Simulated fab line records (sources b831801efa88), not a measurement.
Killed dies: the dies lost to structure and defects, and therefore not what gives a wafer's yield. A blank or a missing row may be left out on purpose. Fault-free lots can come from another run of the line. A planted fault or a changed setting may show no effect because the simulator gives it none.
Matching of chambers ; flow gf180mcu ; rie_diel-04 running GF_V5_ETCH_16: 4 sister chambers
The step etches BARC in N2/H2. 8 wafers are shown with their chamber, then 6 later ones without.

== WAFERS, EACH WITH ITS CHAMBER ==
wafer;chamber;drypump_motor_current_A (A);oes_product_au (a.u.)
L785.1;0;5.8;0.864
L796.2;3;5.8;0.856
L796.3;2;5.8;0.851
L797.2;2;5.8;0.843
L797.6;1;4.6;0.854
L798.2;1;4.6;0.867
L798.4;0;5.8;0.859
L798.5;3;5.9;0.858

== WAFERS MISSING THEIR CHAMBER ==
wafer;drypump_motor_current_A (A);oes_product_au (a.u.)
L803.1;5.8;0.854
L803.4;5.8;0.857
L803.6;5.9;0.862
L806.2;5.8;0.858
L806.3;4.6;0.846
L806.6;5.8;0.861

== CHAMBER TAKEN BY EACH ==
wafer;from the rows above;in truth
L803.1;can't be placed: 2 or 0 or 3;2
L803.4;can't be placed: 0 or 3 or 2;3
L803.6;can't be placed: 3 or 0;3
L806.2;can't be placed: 0 or 3 or 2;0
L806.3;1;1
L806.6;can't be placed: 0 or 3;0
1 of 6 placed correctly. These rows do not allow placing 5 (true chamber among the candidates in 5). Placed wrongly: 0.
How it was worked out, from the rows above alone: a wafer's distance from a chamber is the root of the sum, over the readings, of the square of ((its reading less the chamber's mean) divided by the reading's scatter). The wafer belongs to the nearest chamber; if the next one is less than 2 further off, it can't be placed. Each chamber's mean is taken over the wafers shown for it. How the scatter is found: for the shown wafers, subtract from each reading the mean of its chamber, square and add these, divide the total by (wafers less chambers), then take the root.
